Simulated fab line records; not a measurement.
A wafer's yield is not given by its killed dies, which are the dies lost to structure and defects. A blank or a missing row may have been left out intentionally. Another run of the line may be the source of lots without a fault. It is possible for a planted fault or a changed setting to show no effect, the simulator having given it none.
Struck lot and sound lot, side by side + flow gf180mcu + 14 out of 602 route steps
Sound: wafers L283.2, L283.3, L283.6. Struck: wafers L288.3, L288.5, L288.6. The cause comes at the end.
For every step that has rows: the tool of each side, followed by ch and its chambers, followed by its first start. Under that, the readings that differ: sound wafers + struck wafers + difference of the means + sigmas: that difference in standard deviations of wafers without a fault.
alike: words and numbers the same on both sides, and readings whose means are apart by under 2 such deviations; not compared: readings that were withheld, readings missing a value for some wafer, numbers with overlapping values and no deviation given by the record, and bounds like >300 which may hide the same value.
A row with sigmas, a row that says differs or no value, or rows on one side alone: a step with any of these is where the two part. Numbers that have no deviation but don't overlap get no sigmas and don't part them. A reading that every wafer of one side lacks parts them only if that side has two wafers or more.

first, 3 steps without rows for these wafers: GF_MVPSD_EXPOSE_04 (exposes mask MVPSD, target cd 1000 nm); GF_MVPSD_PEB_05; GF_MVPSD_DEVELOP_06 (develop time 60 s).
GF_MVPSD_OVL_MEAS_07:
  sound on overlay-02, day 6 18:22; struck on overlay-02, day 8 02:14
| reading        | sound       | struck        | difference | sigmas |
|----------------|-------------|---------------|------------|--------|
| MVPSD_OVL (nm) | 2.0 3.5 2.8 | -1.3 0.3 -0.7 | -3.3       | -2     |
then, 2 steps without rows for these wafers: GF_MVPSD_IMPLANT_08; GF_MVPSD_IMPLANT_09.
GF_MVPSD_STRIP_10: strips in O2/N2.
  sound on plasmaAsher-03 ch 0,1, day 6 18:42; struck on plasmaAsher-01 ch 0,1, day 8 02:35
| reading                  | sound          | struck         | difference | sigmas |
|--------------------------|----------------|----------------|------------|--------|
| drypumpMotorCurrentA (A) | 5.01 5.01 4.97 | 5.71 5.70 5.72 | +0.71      | +3     |
  alike: heaterPowerW, oesProductAu, stripTimeToEndpointS
  not compared: rfHoursCounterH
GF_MVPSD_TW_MEAS_11:
  sound on filmMetro-02, day 6 18:49; struck on filmMetro-03, day 8 02:40
  alike: MVPSD_TW
then, 4 steps without rows for these wafers: GF_VT_IMPLANT_DEHYDRATE_00 (time 60 s); GF_VT_IMPLANT_HMDS_01 (prime time 60 s); GF_VT_IMPLANT_COAT_02 (resist thk 1000 nm); GF_VT_IMPLANT_SOFTBAKE_03 (time 60 s).
GF_VT_IMPLANT_EXPOSE_04: exposes mask LVPWELL LV AREA, target cd 600 nm.
  struck on ilineStepper-02, day 8 10:06; sound on ilineStepper-01 ch 0, day 7 02:50
  no value came back on the struck wafers for exposureDoseMJCm2, focusOffsetNm (nm), sigmaOuter; on the sound wafers exposureDoseMJCm2 reads 140.06 139.98 140.02
  alike: mask
then, 1 step without rows for these wafers: GF_VT_IMPLANT_PEB_05.

== WHERE THEY PART ==
Last at GF_VT_IMPLANT_EXPOSE_04 as far as this record goes, first at GF_MVPSD_OVL_MEAS_07.

WHY: whatever the simulator had introduced
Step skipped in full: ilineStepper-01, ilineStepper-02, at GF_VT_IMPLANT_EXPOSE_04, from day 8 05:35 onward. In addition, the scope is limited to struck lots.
